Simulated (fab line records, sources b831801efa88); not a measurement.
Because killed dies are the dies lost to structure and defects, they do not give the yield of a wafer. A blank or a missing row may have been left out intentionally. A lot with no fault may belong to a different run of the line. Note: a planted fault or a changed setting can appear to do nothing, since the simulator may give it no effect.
Which of the tools did it? | flow gf180mcu | Sampling: 11 lots, 33 wafers, 4 of 602 route steps

## WHAT THE GAUGES SHOWED, per wafer
GF_M1_RS_MEAS_05: uses a four-point probe to measure. Usual: M1_ALCU_RS gives 0.0693 ohm/sq (standard deviation 0.00069).
lot  | measured     | on            | M1_ALCU_RS (ohm/sq)  | flag
L857 | day 17 05:20 | film-metro-03 | 0.0700 0.0705 0.0697 |
L858 | day 17 23:52 | film-metro-04 | 0.0686 0.0687 0.0691 |
L860 | day 18 13:52 | film-metro-03 | 0.0697 0.0698 0.0698 |
L861 | day 18 20:04 | film-metro-03 | 0.0703 0.0696 0.0692 |
L863 | day 19 22:48 | film-metro-02 | 0.0686 0.0685 0.0689 |
L867 | day 21 05:49 | film-metro-03 | 0.0695 0.0696 0.0686 |
L869 | day 21 21:17 | film-metro-04 | 0.0691 0.0441 0.0695 | OFF
L870 | day 22 03:03 | film-metro-03 | 0.0682 0.0437 0.0685 | OFF
L871 | day 22 11:41 | film-metro-03 | 0.0691 0.0690 0.0690 |
L872 | day 22 18:05 | film-metro-03 | 0.0697 0.0696 0.0687 |
L876 | day 23 21:42 | film-metro-02 | 0.0687 0.0696 0.0690 |

GF_M1_THK_MEAS_06: measures by xrf. Usual: M1_ALCU_THK gives 450 nm (standard deviation 4.9).
lot  | measured     | on            | M1_ALCU_THK (nm) | flag
L857 | day 17 05:27 | film-metro-03 | 444 442 445      |
L858 | day 17 23:57 | film-metro-04 | 457 455 454      |
L860 | day 18 13:58 | film-metro-03 | 447 447 446      |
L861 | day 18 20:10 | film-metro-03 | 445 448 453      |
L863 | day 19 22:55 | film-metro-02 | 455 454 449      |
L867 | day 21 05:55 | film-metro-03 | 448 449 455      |
L869 | day 21 21:25 | film-metro-04 | 452 709 452      | OFF
L870 | day 22 03:10 | film-metro-03 | 458 713 456      | OFF
L871 | day 22 11:48 | film-metro-03 | 452 455 454      |
L872 | day 22 18:11 | film-metro-03 | 446 448 454      |
L876 | day 23 21:48 | film-metro-02 | 456 448 452      |

## WHAT TOOL EACH LOT RAN ON (gives the tool, then ch and the chambers of the sampled wafers, and finally the start)
lot  | GF_SALICIDE_SPUTTER_03       | GF_M1_SPUTTER_02
L857 | pvd-sputter-04, day 16 03:45 | pvd-sputter-04, day 17 05:14
L858 | pvd-sputter-03, day 16 21:53 | pvd-sputter-02, day 17 23:43
L860 | pvd-sputter-04, day 17 11:19 | pvd-sputter-03, day 18 13:45
L861 | pvd-sputter-03, day 17 17:16 | pvd-sputter-02, day 18 19:57
L863 | pvd-sputter-04, day 18 19:21 | pvd-sputter-04, day 19 22:43
L867 | pvd-sputter-03, day 20 02:19 | pvd-sputter-04, day 21 05:42
L869 | pvd-sputter-04, day 20 18:48 | pvd-sputter-04, day 21 21:12
L870 | pvd-sputter-01, day 21 00:35 | pvd-sputter-04, day 22 02:56
L871 | pvd-sputter-04, day 21 10:10 | pvd-sputter-02, day 22 11:35
L872 | pvd-sputter-01, day 21 15:37 | pvd-sputter-03, day 22 17:58
L876 | pvd-sputter-03, day 22 20:51 | pvd-sputter-03, day 23 21:34
- GF_SALICIDE_SPUTTER_03: material TiN, target thk 20 nm, time 16.7 s.
- GF_M1_SPUTTER_02: material AlCu, target thk 450 nm, time 23.9 s.

## WHAT THE TOOLS THEMSELVES READ (means of the sampled wafers that have a number; where no wafer has one, the mark that the record gives instead)
GF_SALICIDE_SPUTTER_03. Usual: throttle-valve-pct reads 30.3 % (standard deviation 0.77).
lot  | tool           | throttle-valve-pct (%) | flag
L857 | pvd-sputter-04 | 31.2                   |
L858 | pvd-sputter-03 | 29.8                   |
L860 | pvd-sputter-04 | 31.3                   |
L861 | pvd-sputter-03 | 29.7                   |
L863 | pvd-sputter-04 | 30.8                   |
L867 | pvd-sputter-03 | 29.8                   |
L869 | pvd-sputter-04 | 30.8                   |
L870 | pvd-sputter-01 | 30.5                   |
L871 | pvd-sputter-04 | 31.0                   |
L872 | pvd-sputter-01 | 30.3                   |
L876 | pvd-sputter-03 | 29.8                   |

GF_M1_SPUTTER_02. Usual: throttle-valve-pct reads 30.3 % (standard deviation 0.81).
lot  | tool           | throttle-valve-pct (%) | flag
L857 | pvd-sputter-04 | 31.3                   |
L858 | pvd-sputter-02 | 29.6                   |
L860 | pvd-sputter-03 | 30.2                   |
L861 | pvd-sputter-02 | 29.9                   |
L863 | pvd-sputter-04 | 30.8                   |
L867 | pvd-sputter-04 | 31.0                   |
L869 | pvd-sputter-04 | 31.2                   |
L870 | pvd-sputter-04 | 31.6                   |
L871 | pvd-sputter-02 | 29.7                   |
L872 | pvd-sputter-03 | 29.7                   |
L876 | pvd-sputter-03 | 29.7                   |

## THE ANSWER, worked out from the rows above alone
Rule: lot off if the mean of its wafers having a number is beyond 3 standard deviations from the usual mean. A lot without any number at a reading at which 4 lots or more have one is off too. Any other lot the step has rows for is counted as sound. First the gauges in route order, then the tools' own readings, where a lot's mean is used as printed above. The first step at which some lot is off is used, and at that step the reading that is off furthest; a lot without a number counts as furthest.
Off: L869, L870, at GF_M1_RS_MEAS_05 (M1_ALCU_RS).
If a tool, at a process step before that reading, ran all the lots that are off and no sound lot after the first of them, it fits. Gauges at GF_M1_RS_MEAS_05: tried the same way as those tools. One candidate fits, namely pvd-sputter-04 at GF_M1_SPUTTER_02. Its last sound lot is L867 (day 21 05:42), its first lot that is off L869 (day 21 21:12): a fault that began between those two fits.

## WHAT THE SIMULATOR HAD INSERTED
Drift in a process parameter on pvd-sputter-04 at GF_M1_SPUTTER_02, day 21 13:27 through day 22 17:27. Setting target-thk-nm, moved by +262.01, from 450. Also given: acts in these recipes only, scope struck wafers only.
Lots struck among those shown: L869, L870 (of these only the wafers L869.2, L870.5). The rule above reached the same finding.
